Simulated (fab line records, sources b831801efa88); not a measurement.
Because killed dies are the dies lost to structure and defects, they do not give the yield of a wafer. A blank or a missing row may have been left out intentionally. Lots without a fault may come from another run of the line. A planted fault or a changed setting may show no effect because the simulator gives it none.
A lot that was struck, set against a sound lot :: flow gf180mcu :: 17 out of 602 route steps
Sound: wafers L119.1, L119.2, L119.3. Wafers L131.2, L131.5, L131.6 were the ones struck. Last of all comes the cause.
Each step with rows lists, per side, the tool, then ch with its chambers, then its first start. Under that, the readings that differ: sound wafers :: struck wafers :: difference of the means :: sigmas: that difference in standard deviations of wafers without a fault.
alike: same words and numbers on both sides, and readings whose means sit less than 2 such deviations apart. not compared: any withheld reading, any reading some wafer has no value for, any bound like >300 that may hide the same value, and any number with overlapping values for which the record gives no deviation.
The two part at a step that has a row with sigmas, a row that says differs or no value, or rows on one side only. Numbers that don't overlap but have no deviation are shown without sigmas and don't part them. A reading that every wafer of one side lacks parts them only if that side has two wafers or more.

GF_SAB_STRIP_13: strips in O2/N2.
  sound on plasmaAsher-02 ch 0,1, day 16 17:16; struck on plasmaAsher-01 ch 0,1, day 21 16:10
reading: stripTimeToEndpointS (s)
sound: 12.62 12.68 12.66
struck: 12.56 12.59 12.58
difference: -0.08
sigmas: -2
  alike: chamberPressureMTorr, drypumpMotorCurrentA, heaterPowerW, oesProductAu
  not compared: rfHoursCounterH
then, 2 steps without rows for these wafers: GF_SALICIDE_CLEAN_00 (cleans in SC1/SC2, time 150 s); GF_SALICIDE_WET_ETCH_01 (etches SiO2 in dHF, target depth 5 nm, time 100 s).
GF_SALICIDE_SPUTTER_02: material Co, target thk 10 nm, time 20 s.
  sound: pvdSputter-02 at day 16 17:28; struck: pvdSputter-01 at day 21 16:20
  alike: throttleValvePct
GF_SALICIDE_SPUTTER_03: material TiN, target thk 20 nm, time 16.7 s.
  sound: pvdSputter-02 at day 16 17:29; struck: pvdSputter-01 at day 21 16:22
  alike: throttleValvePct
GF_SALICIDE_RS_MEAS_04: measures by four-point-probe.
  sound: filmMetro-03 at day 16 17:31; struck: filmMetro-03 at day 21 16:25
  alike: SALICIDE_TIN_RS
GF_SALICIDE_THK_MEAS_05: measures by xrf.
  sound: filmMetro-03 at day 16 17:38; struck: filmMetro-03 at day 21 16:32
  alike: SALICIDE_TIN_THK
GF_SALICIDE_RTA_06: time 30 s.
  sound on rtpAnneal-02 ch 0, day 16 17:41; struck on rtpAnneal-01 ch 0, day 21 16:35
  alike: lampPowerPct, wafer_temp_C_max
then, 1 step without rows for these wafers: GF_SALICIDE_WET_ETCH_07 (etches the open film in SPM, target depth 120 nm).
GF_SALICIDE_RTA_08: time 30 s.
  sound on rtpAnneal-01 ch 0, day 16 17:53; struck on rtpAnneal-01 ch 0, day 21 16:47
  alike: lampPowerPct, wafer_temp_C_max
then, 1 step without rows for these wafers: GF_CONTACT_CVD_00 (deposits SiO2, target thk 300 nm, time 50 s).
GF_CONTACT_THK_MEAS_01:
  sound: filmMetro-04 at day 16 18:02; struck: filmMetro-02 at day 21 16:55
  alike: CONTACT_CVD_00_THK
GF_CONTACT_CVD_02: deposits SiO2 from TEOS, target thk 860 nm, time 95.992 s.
  sound on pecvd-02 ch 0,1,2, day 16 18:05; struck on pecvd-01 ch 1,2, day 21 16:58
reading: model.SiO2_of_CONTACT_CVD_02.thkNm (nm)
sound: 846 854.3 847.6
struck: 932 955.9 942.7
difference: +94
sigmas: 
  alike: heaterPowerW
GF_CONTACT_THK_MEAS_03:
  sound: filmMetro-04 at day 16 18:10; struck: filmMetro-01 at day 21 17:03
reading: CONTACT_CVD_02_THK (nm)
sound: 846 854 848
struck: 931 956 943
difference: +94
sigmas: +8
GF_CONTACT_CMP_04: polishes SiO2.
  sound on cmp-01 ch 0,1,3, day 16 18:13; struck on cmp-01 ch 2,3, day 21 17:09
reading: timeToEndpointS (s)
sound: 107 117 111
struck: 139 144 135
difference: +28
sigmas: +4
  alike: motorCurrentA
GF_CONTACT_BOW_MEAS_05:
  sound: filmMetro-02 at day 16 18:31; struck: filmMetro-01 at day 21 17:25
  alike: CONTACT_BOW
GF_PASSIVATION_PROBE_99:
  sound wafers here have rows in the record (prober-01, day 30 10:41); struck ones have none

## WHERE THEY PART
At GF_SAB_STRIP_13 first; at GF_PASSIVATION_PROBE_99 last (within this record only).

WHY: what had been put in by the simulator
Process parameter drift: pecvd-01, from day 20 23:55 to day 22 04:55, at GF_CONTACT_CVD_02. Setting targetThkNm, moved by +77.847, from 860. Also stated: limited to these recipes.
